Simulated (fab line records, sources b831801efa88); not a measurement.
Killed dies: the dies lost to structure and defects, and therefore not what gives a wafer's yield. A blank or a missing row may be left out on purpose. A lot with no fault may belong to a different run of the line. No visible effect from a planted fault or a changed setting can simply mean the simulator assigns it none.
Check for tools in common -- flow sky130 -- Sample size 12 lots and 36 wafers

WHY THIS WAS OPENED
At SKY_NWELL_RS_MEAS_29 the reading NWELL_RS is flagged on 2 of 12 lots. Fault-free wafers read 624.4 ohm/sq, with a standard deviation of 1.5.
Rule: a lot is flagged in two cases, either no wafer of it has a number, or all its wafers with numbers fall more than 4 standard deviations from that mean. As for the other lots, they are considered sound.

lot,measured,on,"NWELL_RS (ohm/sq), wafer by wafer",flag
L528,day 7 13:33,film_metro-02,595.9 597.3 595.1,FLAGGED
L529,day 7 21:26,film_metro-02,598.9 599.1 600.4,FLAGGED
L532,day 8 10:53,film_metro-02,624.1 625.1 623.5,
L533,day 8 15:11,film_metro-04,624.7 625.2 623.7,
L534,day 8 20:24,film_metro-01,620.9 624.7 623.3,
L536,day 9 10:39,film_metro-01,625.9 626.2 625.7,
L537,day 9 15:24,film_metro-02,623.4 624.8 622.9,
L538,day 9 21:20,film_metro-04,622.4 623.4 624.8,
L539,day 10 10:18,film_metro-04,623.9 625.2 625.1,
L541,day 10 17:53,film_metro-04,622.8 623.2 623.0,
L542,day 10 20:40,film_metro-04,625.6 626.1 623.9,
L543,day 11 02:03,film_metro-02,622.9 622.9 623.9,
The mean of the flagged lots' numbers is 597.8 ohm/sq, -26.6 ohm/sq from the usual (-18 standard deviations).

EACH LOT AND THE TOOL IT RAN ON
The record keeps 1 process step preceding the reading, out of 708 steps on the route. In each cell: the tool, then ch and the chambers that the sampled wafers went through, then the start.
lot,flag,SKY_NWELL_IMPLANT_11
L528,FLAGGED,"implanter-04 ch 0, day 6 16:34"
L529,FLAGGED,"implanter-04 ch 0, day 7 00:07"
L532,,"implanter-01 ch 0, day 7 13:04"
L533,,"implanter-02 ch 0, day 7 17:43"
L534,,"implanter-02 ch 0, day 7 22:29"
L536,,"implanter-01 ch 0, day 8 12:49"
L537,,"implanter-01 ch 0, day 8 18:04"
L538,,"implanter-02 ch 0, day 9 00:07"
L539,,"implanter-02 ch 0, day 9 12:25"
L541,,"implanter-02 ch 0, day 9 18:58"
L542,,"implanter-01 ch 0, day 9 22:19"
L543,,"implanter-01 ch 0, day 10 02:05"
What is done by these steps:
- SKY_NWELL_IMPLANT_11
- SKY_NWELL_RS_MEAS_29: measures by four-point-probe.

FLAGGED OVER TOTAL, TOOL BY TOOL (the gauges that took the reading come last)
step,tool,lots run,flagged,share of the flagged lots,sound lots run after its first flagged lot
SKY_NWELL_IMPLANT_11,implanter-01,5,0,none,-
SKY_NWELL_IMPLANT_11,implanter-02,5,0,none,-
SKY_NWELL_IMPLANT_11,implanter-04,2,2,all,0
SKY_NWELL_RS_MEAS_29,film_metro-01,2,0,none,-
SKY_NWELL_RS_MEAS_29,film_metro-02,5,2,all,"3 (L532,L537,L543)"
SKY_NWELL_RS_MEAS_29,film_metro-04,5,0,none,-

WHAT IS ALLOWED BY THE TABLE
2 rows of the table ran every flagged lot: implanter-04 at SKY_NWELL_IMPLANT_11, film_metro-02 at SKY_NWELL_RS_MEAS_29.
- implanter-04 at SKY_NWELL_IMPLANT_11: 2 of its 2 lots flagged. With no sound lot run before its first flagged lot in this sample, there is nothing to narrow down the start. Its own readings (beam_energy_keV) fall more than 4 standard deviations out on all wafers of the flagged lots.
- film_metro-02 at SKY_NWELL_RS_MEAS_29: 2 of its 5 lots flagged. Lots that were sound ran on it after the first flagged one (L532, L537, L543); a persistent fault on the entire tool would not allow that.
What remains is a single tool, implanter-04 at SKY_NWELL_IMPLANT_11.

WHAT THE SIMULATOR HAD PUT IN
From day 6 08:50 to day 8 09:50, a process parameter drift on implanter-04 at SKY_NWELL_IMPLANT_11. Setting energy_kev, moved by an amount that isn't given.
Struck lots among those shown: L528, L529. The same result came from the rule above.
